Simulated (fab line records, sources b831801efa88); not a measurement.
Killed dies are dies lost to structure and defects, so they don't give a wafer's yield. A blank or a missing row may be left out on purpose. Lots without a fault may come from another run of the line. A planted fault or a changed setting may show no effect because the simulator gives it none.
A struck lot beside a sound one | flow sky130 | 15 steps out of a route of 708
Sound: wafers L360.1, L360.5, L360.6. Struck: wafers L358.1, L358.4, L358.5. The cause comes at the end.
At each step with rows: each side's tool, then ch and its chambers, then its first start. Under that, the readings that differ: sound wafers | struck wafers | difference of the means | sigmas: that difference in standard deviations of wafers without a fault.
alike: readings whose means differ by less than 2 such deviations, and words and numbers that are the same on both sides. not compared: withheld readings, readings that some wafer has no value for, bounds like >300 that may hide the same value, and numbers for which the record gives no deviation and whose values overlap.
The two part at a step that has a row with sigmas, a row that says differs or no value, or rows on one side only. Numbers that don't overlap but have no deviation are shown without sigmas and don't part them. A reading that every wafer of one side lacks parts them only if that side has two wafers or more.

first, 1 step without rows for these wafers: SKY_VT_ADJUST_HVTR_DEVELOP_06 (develop time 60 s).
SKY_VT_ADJUST_HVTR_CD_MEAS_07: target cd 380 nm.
  sound on cd_sem-02, day 14 06:28; struck on cd_sem-01, day 13 14:23
  alike: cd_nm
SKY_VT_ADJUST_HVTR_OVL_MEAS_08:
  sound on overlay-01, day 14 06:35; struck on overlay-01, day 13 14:30
  reading                 | sound       | struck         | difference | sigmas
  VT_ADJUST_HVTR_OVL (nm) | 0.3 0.7 1.3 | -1.9 -1.2 -2.7 | -2.7       | -2
then, 1 step without rows for these wafers: SKY_VT_ADJUST_HVTR_IMPLANT_09.
SKY_VT_ADJUST_HVTR_STRIP_10: strips in O2/N2.
  sound on plasma_asher-01 ch 0,1, day 14 06:46; struck on plasma_asher-03 ch 0,1, day 13 14:41
  reading                     | sound       | struck      | difference | sigmas
  drypump_motor_current_A (A) | 6.6 6.5 6.6 | 5.7 5.8 5.6 | -0.9       | -2
  alike: oes_product_au, strip_time_to_endpoint_s
  not compared: rf_hours_counter_h
SKY_VT_ADJUST_HVTR_TW_MEAS_11:
  sound on film_metro-04, day 14 06:52; struck on film_metro-03, day 13 14:47
  alike: VT_ADJUST_HVTR_TW
then, 6 steps without rows for these wafers: SKY_VT_ADJUST_PCH_DEHYDRATE_00 (time 60 s); SKY_VT_ADJUST_PCH_HMDS_01 (prime time 60 s); SKY_VT_ADJUST_PCH_COAT_02 (resist thk 3000 nm); SKY_VT_ADJUST_PCH_SOFTBAKE_03; SKY_VT_ADJUST_PCH_EXPOSE_04 (exposes mask NWM, target cd 840 nm); SKY_VT_ADJUST_PCH_PEB_05.
SKY_VT_ADJUST_PCH_DEVELOP_06: develop time 60 s.
  sound on litho_track-02 ch 0, day 15 08:00; struck on litho_track-01 ch 0, day 14 16:00
  reading              | sound             | struck            | difference | sigmas
  developer_temp_C (C) | 22.99 22.93 23.11 | 22.03 22.08 22.05 | -0.96      | -9
SKY_VT_ADJUST_PCH_OVL_MEAS_07:
  sound on overlay-01, day 15 08:49; struck on overlay-02, day 14 16:34
  alike: VT_ADJUST_PCH_OVL
-- the record jumps here: 34 days lie between the struck wafers' starts before and after (it left off in module VT_ADJUST_PCH and takes up again in module PAD_OPEN, whose first step shown is number 708 of the route) --
SKY_PAD_OPEN_PROBE_99:
  the record has rows for the struck wafers here (prober-01, day 48 22:50) and none for the sound ones

WHERE THEY PART
First at SKY_VT_ADJUST_HVTR_OVL_MEAS_08; last, within this record, at SKY_PAD_OPEN_PROBE_99.

WHY: what the simulator had put in
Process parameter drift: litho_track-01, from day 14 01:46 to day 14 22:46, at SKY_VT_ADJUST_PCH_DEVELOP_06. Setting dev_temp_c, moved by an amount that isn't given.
